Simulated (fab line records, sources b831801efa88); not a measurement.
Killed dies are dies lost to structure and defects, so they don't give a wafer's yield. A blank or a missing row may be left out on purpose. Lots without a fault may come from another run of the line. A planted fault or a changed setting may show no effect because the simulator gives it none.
Chamber matching | flow sky130 | SKY_PASSIVATION_CVD_00 on pecvd-03: 3 sister chambers
The step deposits SiO2, target thk 90 nm. 6 wafers are shown with their chamber, then 12 later ones without.

WAFERS WITH THEIR CHAMBER
wafer  | chamber | heater_power_w (W)
L078.5 | 2       | 446
L082.3 | 0       | 835
L082.4 | 0       | 815
L089.2 | 1       | 831
L089.5 | 1       | 860
L089.6 | 2       | 535

WAFERS WITHOUT THEIR CHAMBER
wafer  | heater_power_w (W)
L090.2 | 448
L090.3 | 775
L090.5 | 767
L095.1 | 778
L095.2 | 546
L095.3 | 818
L095.4 | 846
L095.5 | 799
L095.6 | 548
L097.1 | 775
L097.3 | 531
L097.6 | 525

WHICH CHAMBER EACH WENT THROUGH
wafer  | from the rows above     | in truth
L090.2 | 2                       | 2
L090.3 | can't be placed: 0 or 1 | 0
L090.5 | can't be placed: 0 or 1 | 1
L095.1 | can't be placed: 0 or 1 | 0
L095.2 | 2                       | 2
L095.3 | can't be placed: 0 or 1 | 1
L095.4 | can't be placed: 1 or 0 | 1
L095.5 | can't be placed: 0 or 1 | 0
L095.6 | 2                       | 2
L097.1 | can't be placed: 0 or 1 | 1
L097.3 | 2                       | 2
L097.6 | 2                       | 2
Placed correctly: 5 of 12. Can't be placed from these rows: 7 (the true chamber is among the candidates in 7). Placed wrongly: 0.
How it was worked out, from the rows above alone: a wafer's distance from a chamber is the root of the sum, over the readings, of the square of ((its reading less the chamber's mean) divided by the reading's scatter). The wafer belongs to the nearest chamber; if the next one is less than 2 further off, it can't be placed. A chamber's mean is the mean of its shown wafers. The scatter: the root of (the sum of the squares of (reading less its chamber's mean) over the shown wafers, divided by (wafers less chambers)).
